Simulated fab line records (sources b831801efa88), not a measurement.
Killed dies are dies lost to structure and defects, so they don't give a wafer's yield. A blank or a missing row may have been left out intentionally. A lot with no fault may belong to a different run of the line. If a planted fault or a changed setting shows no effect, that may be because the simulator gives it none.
Matching of chambers || flow gf180mcu || 3 sister chambers for GF_V1_CVD_02 on pecvd-01
The step deposits SiO2 from TEOS, target thk 850 nm, time 94.851 s. 6 wafers are shown with their chamber, then 8 later ones without.

WAFERS WITH THEIR CHAMBER
{"wafer": "L507.1", "chamber": 2, "heater-power-w (W)": 590}
{"wafer": "L507.3", "chamber": 1, "heater-power-w (W)": 578}
{"wafer": "L509.1", "chamber": 0, "heater-power-w (W)": 585}
{"wafer": "L509.2", "chamber": 2, "heater-power-w (W)": 567}
{"wafer": "L509.3", "chamber": 1, "heater-power-w (W)": 636}
{"wafer": "L510.2", "chamber": 0, "heater-power-w (W)": 635}

WAFERS MISSING THEIR CHAMBER
{"wafer": "L510.4", "heater-power-w (W)": 494}
{"wafer": "L510.6", "heater-power-w (W)": 613}
{"wafer": "L516.1", "heater-power-w (W)": 532}
{"wafer": "L516.4", "heater-power-w (W)": 620}
{"wafer": "L516.6", "heater-power-w (W)": 514}
{"wafer": "L518.3", "heater-power-w (W)": 590}
{"wafer": "L518.5", "heater-power-w (W)": 532}
{"wafer": "L518.6", "heater-power-w (W)": 506}

WHICH CHAMBER EACH WENT THROUGH
{"wafer": "L510.4", "from the rows above": "can't be placed: 2 or 1 or 0", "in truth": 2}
{"wafer": "L510.6", "from the rows above": "can't be placed: 0 or 1 or 2", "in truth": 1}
{"wafer": "L516.1", "from the rows above": "can't be placed: 2 or 1 or 0", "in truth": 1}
{"wafer": "L516.4", "from the rows above": "can't be placed: 0 or 1 or 2", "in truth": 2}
{"wafer": "L516.6", "from the rows above": "can't be placed: 2 or 1 or 0", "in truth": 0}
{"wafer": "L518.3", "from the rows above": "can't be placed: 2 or 1 or 0", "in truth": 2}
{"wafer": "L518.5", "from the rows above": "can't be placed: 2 or 1 or 0", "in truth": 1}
{"wafer": "L518.6", "from the rows above": "can't be placed: 2 or 1 or 0", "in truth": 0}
Correctly placed: 0 of 8. Not placeable from these rows: 8 (in 8, the candidates include the true chamber). Wrongly placed: 0.
How it was worked out, from the rows above alone: a wafer's distance from a chamber is the root of the sum, over the readings, of the square of ((its reading less the chamber's mean) divided by the reading's scatter). The wafer belongs to the nearest chamber; if the next one is less than 2 further off, it can't be placed. For every chamber, the mean is computed from those of its wafers that are shown. The scatter: the root of (the sum of the squares of (reading less its chamber's mean) over the shown wafers, divided by (wafers less chambers)).
